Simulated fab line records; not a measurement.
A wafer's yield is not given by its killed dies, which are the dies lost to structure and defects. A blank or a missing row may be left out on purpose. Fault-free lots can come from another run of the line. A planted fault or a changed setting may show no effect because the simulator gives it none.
8D (eight disciplines) problem report, filled in by code	flow gf180mcu	the parts of the form that need people (team, actions taken, sign-off) are left out

1. THE PROBLEM
Across 6 wafers from 2 lots, HV_LDD_3_TW at GF_HV_LDD_TW_MEAS_38 averages 1366, while fault-free wafers read 1447 with a standard deviation of 9.1. Relative to the usual mean, that is a shift of -8.9 standard deviations.
First seen on wafer L861.3, day 15 18:31, on film metro-01. At this step, 36 wafers from 12 lots have a number in the record. Rule for "out", or "out of limits": more than 4 standard deviations from the usual mean. The rest of the wafers with a number are treated as sound.

2. WHAT IT IS AND WHAT IT IS NOT
question	is	is not
which readings at this step	HV_LDD_3_TW	-
which lots	L861, L863	L848, L849, L851, L852, L853, L854, L856, L868, L869, L870
which wafers of those lots	all that have a number	-
read on which gauges	film metro-01, film metro-04	film metro-02
when	from day 15 18:31	up to then (21 sound wafers); but 9 sound wafers of L868, L869, L870 came after

3. THE SUSPECTS, EACH WITH WHAT RULES IT OUT
Counting: any tool at a process step up to the reading is kept as a suspect provided that every lot that is out went through it and no sound lot did after the first of them.
- the gauge at GF_HV_LDD_TW_MEAS_38 is ruled out. The wafers that are out were read on 2 gauges (film metro-01, film metro-04).
- implanter-04 at GF_HV_LDD_IMPLANT_33: kept. It processed each lot that is out, first L861 at day 15 17:50, and no sound lot thereafter; up to then, the last sound lot it processed was L856 at day 14 03:15. Its own readings are out on those wafers: dose ions cm2, faraday current uA.
Remaining after the count: implanter-04 at GF_HV_LDD_IMPLANT_33.

4. THE CAUSE (what the simulator had put in)
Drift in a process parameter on implanter-04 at GF_HV_LDD_IMPLANT_33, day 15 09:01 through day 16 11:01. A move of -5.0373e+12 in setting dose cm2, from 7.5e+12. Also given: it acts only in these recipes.
Only this tool survived the counting.

5. SEQUENCE OF EFFECTS, ordered by route
One row per reading whose mean, taken over the struck wafers that have a number, lies over 3 standard deviations from the usual. Only readings for which the record gives a usual standard deviation are gone through. hours: the time from each lot's start at the first step in this table that gives one to its start at this step, as a median over the lots. sigmas: the change in usual standard deviations.
hours	step	reading	usual	on struck wafers	change	sigmas
0	GF_HV_LDD_IMPLANT_33	dose ions cm2	7.5e+12	2.5e+12	-5.0e+12	-99 or more
0	GF_HV_LDD_IMPLANT_33	faraday current uA	42.3	13.8	-28.4	-32
1	GF_HV_LDD_TW_MEAS_38	HV_LDD_3_TW	1447	1366	-81	-8.9
23	GF_HV_LDD_RS_MEAS_53	HV_LDD_RS	418.3 ohm/sq	432.6	+14.3	+15
The process steps in it:
- GF_HV_LDD_IMPLANT_33
Later steps that measure or inspect, where all struck wafers having a row at the step show a number for every such reading and not one has moved that far: GF_PSD_CD_MEAS_07.

6. HOW IT WOULD HAVE BEEN CAUGHT EARLIER
The first out-of-limits reading at a measuring or inspecting step in this record came at day 15 18:31, 9 hours after the fault's start at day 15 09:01.
At GF_HV_LDD_IMPLANT_33, the tool's own readings (dose ions cm2, faraday current uA) were out on each struck wafer the step has a row for, so an alarm limit on them would have fired on the first such wafer.
Lots out: 2; of these, L863 started GF_HV_LDD_IMPLANT_33 on implanter-04 after day 15 18:31. Putting the tool on hold at that point would have spared it.
